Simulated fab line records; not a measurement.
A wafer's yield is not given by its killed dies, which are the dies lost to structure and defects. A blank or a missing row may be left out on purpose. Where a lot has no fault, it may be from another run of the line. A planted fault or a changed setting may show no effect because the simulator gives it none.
Which of the tools did it? -- flow gf180mcu -- 42 wafers from 14 lots sampled at 4 of the route's 602 steps

== WHAT THE GAUGES SHOWED, per wafer ==
GF_V5_THK_MEAS_01.
lot,measured,on,V5_CVD_00_THK (nm)
L325,day 26 07:52,filmMetro-04,288 282 289
L326,day 26 12:40,filmMetro-04,285 286 285
L329,day 27 22:47,filmMetro-03,288 293 291
L330,day 27 23:46,filmMetro-01,293 286 295
L331,day 28 09:26,filmMetro-03,288 286 287
L332,day 28 20:31,filmMetro-04,282 288 283
L333,day 28 22:55,filmMetro-01,285 282 284
L336,day 29 21:13,filmMetro-04,281 285 291
L338,day 30 09:17,filmMetro-03,286 287 293
L339,day 30 13:23,filmMetro-01,287 291 286
L343,day 31 16:10,filmMetro-04,291 284 288
L345,day 32 07:02,filmMetro-04,286 288 286
L346,day 32 12:26,filmMetro-04,286 290 289
L347,day 32 17:54,filmMetro-04,291 291 289

== WHICH TOOL RAN EACH LOT (tool, then ch and the chambers of the sampled wafers, then the start) ==
lot,GF_SAB_STRIP_13,GF_V4_CMP_26,GF_MIM_SPUTTER_00
L325,"plasmaAsher-02 ch 0,1, day 15 02:10","cmp-01 ch 0,2,3, day 24 10:20","pvdSputter-03, day 24 10:32"
L326,"plasmaAsher-04 ch 0,1, day 15 08:07","cmp-01 ch 0,1,2, day 24 15:54","pvdSputter-01, day 24 16:09"
L329,"plasmaAsher-04 ch 0,1, day 16 16:00","cmp-02 ch 0,3, day 26 03:25","pvdSputter-03, day 26 03:43"
L330,"plasmaAsher-03 ch 0,1, day 16 22:29","cmp-01 ch 1,2, day 26 05:07","pvdSputter-03, day 26 05:25"
L331,"plasmaAsher-04 ch 0,1, day 17 07:53","cmp-02 ch 1,3, day 26 15:29","pvdSputter-02, day 26 15:44"
L332,"plasmaAsher-04 ch 0,1, day 17 21:53","cmp-02 ch 1,2,3, day 27 02:35","pvdSputter-03, day 27 02:53"
L333,"plasmaAsher-04 ch 0,1, day 18 01:41","cmp-01 ch 0,1,3, day 27 06:29","pvdSputter-01, day 27 06:41"
L336,"plasmaAsher-04 ch 0,1, day 19 04:14","cmp-02 ch 0,1,2, day 28 05:44","pvdSputter-01, day 28 05:53"
L338,"plasmaAsher-02 ch 1, day 19 18:17","cmp-01 ch 0,1,2, day 28 17:55","pvdSputter-02, day 28 18:10"
L339,"plasmaAsher-04 ch 0,1, day 20 01:37","cmp-01 ch 0,1,2, day 28 21:51","pvdSputter-01, day 28 22:09"
L343,"plasmaAsher-02 ch 0,1, day 21 16:54","cmp-01 ch 0,1,2, day 30 02:44","pvdSputter-02, day 30 03:02"
L345,"plasmaAsher-03 ch 0,1, day 22 08:20","cmp-02 ch 0,2, day 30 17:40","pvdSputter-01, day 30 17:55"
L346,"plasmaAsher-03 ch 1, day 22 17:38","cmp-01 ch 1,2,3, day 30 23:40","pvdSputter-01, day 30 23:55"
L347,"plasmaAsher-02 ch 0,1, day 22 23:58","cmp-01 ch 0,2,3, day 31 06:44","pvdSputter-03, day 31 06:59"
- GF_SAB_STRIP_13: strips in O2/N2.
- GF_V4_CMP_26: polishes, stops on SiO2, t overpolish 15 s, target thk 0 nm.
- GF_MIM_SPUTTER_00: material Ti, target thk 37.5 nm, time 150 s.

== AS READ BY THE TOOLS THEMSELVES (means over the sampled wafers that have a number; for cases with no such wafer, the mark the record gives instead) ==
GF_SAB_STRIP_13.
lot,tool,drypumpMotorCurrentA (A),heaterPowerW (W),oesProductAu (a.u.),stripTimeToEndpointS (s)
L325,plasmaAsher-02,5.93,278,0.706,12.62
L326,plasmaAsher-04,5.51,300,0.714,12.64
L329,plasmaAsher-04,5.52,303,0.710,12.53
L330,plasmaAsher-03,5.74,336,0.714,12.61
L331,plasmaAsher-04,5.53,304,0.707,12.52
L332,plasmaAsher-04,5.50,304,0.711,12.60
L333,plasmaAsher-04,5.63,308,0.711,12.60
L336,plasmaAsher-04,5.51,303,0.709,12.63
L338,plasmaAsher-02,5.85,251,0.710,12.58
L339,plasmaAsher-04,5.49,309,0.706,12.58
L343,plasmaAsher-02,6.04,303,0.710,12.58
L345,plasmaAsher-03,5.82,333,0.708,12.60
L346,plasmaAsher-03,5.89,338,0.710,12.63
L347,plasmaAsher-02,6.03,303,0.714,12.57

GF_V4_CMP_26.
lot,tool,motorCurrentA (A),overpolishRunS (s),timeToEndpointS (s)
L325,cmp-01,9.4,15.004,84
L326,cmp-01,10.0,15.003,80
L329,cmp-02,11.4,15.000,85
L330,cmp-01,10.3,14.999,86
L331,cmp-02,10.4,14.997,80
L332,cmp-02,10.3,15.000,81
L333,cmp-01,9.9,15.010,82
L336,cmp-02,10.6,15.002,85
L338,cmp-01,9.9,14.997,84
L339,cmp-01,10.2,14.999,84
L343,cmp-01,10.4,15.001,84
L345,cmp-02,11.1,14.999,89
L346,cmp-01,10.4,15.001,82
L347,cmp-01,9.4,14.992,84

GF_MIM_SPUTTER_00.
lot,tool,throttleValvePct (%)
L325,pvdSputter-03,30.6
L326,pvdSputter-01,29.9
L329,pvdSputter-03,29.5
L330,pvdSputter-03,30.3
L331,pvdSputter-02,30.3
L332,pvdSputter-03,30.0
L333,pvdSputter-01,29.6
L336,pvdSputter-01,30.2
L338,pvdSputter-02,29.8
L339,pvdSputter-01,30.1
L343,pvdSputter-02,31.0
L345,pvdSputter-01,30.5
L346,pvdSputter-01,29.4
L347,pvdSputter-03,30.2

== THE ANSWER, worked out from the rows above alone ==
Rule: usual is defined by the lots themselves. The widest of any qualifying gaps counts: lots, ordered by their means at a reading, are off when they make up no more than a third of the lots, leave a main group of 4 or more, and stand apart from it by 3 or more times the standard deviation of that group's means. A main group whose means are all the same, to the digits that the tables above print for the reading, isn't used. Also off: a lot with no number at a reading for which 4 or more lots have one. Where the step has rows for the other lots, those lots are counted as sound. The gauges are gone through in route order, then the tools' own readings, and for those a lot's mean is taken as printed above. The first step at which some lot is off is used, and at that step the reading that is off furthest; a lot without a number counts as furthest.
None of the lots is off at any reading shown; this tells nothing.

== WHAT THE SIMULATOR PUT IN ==
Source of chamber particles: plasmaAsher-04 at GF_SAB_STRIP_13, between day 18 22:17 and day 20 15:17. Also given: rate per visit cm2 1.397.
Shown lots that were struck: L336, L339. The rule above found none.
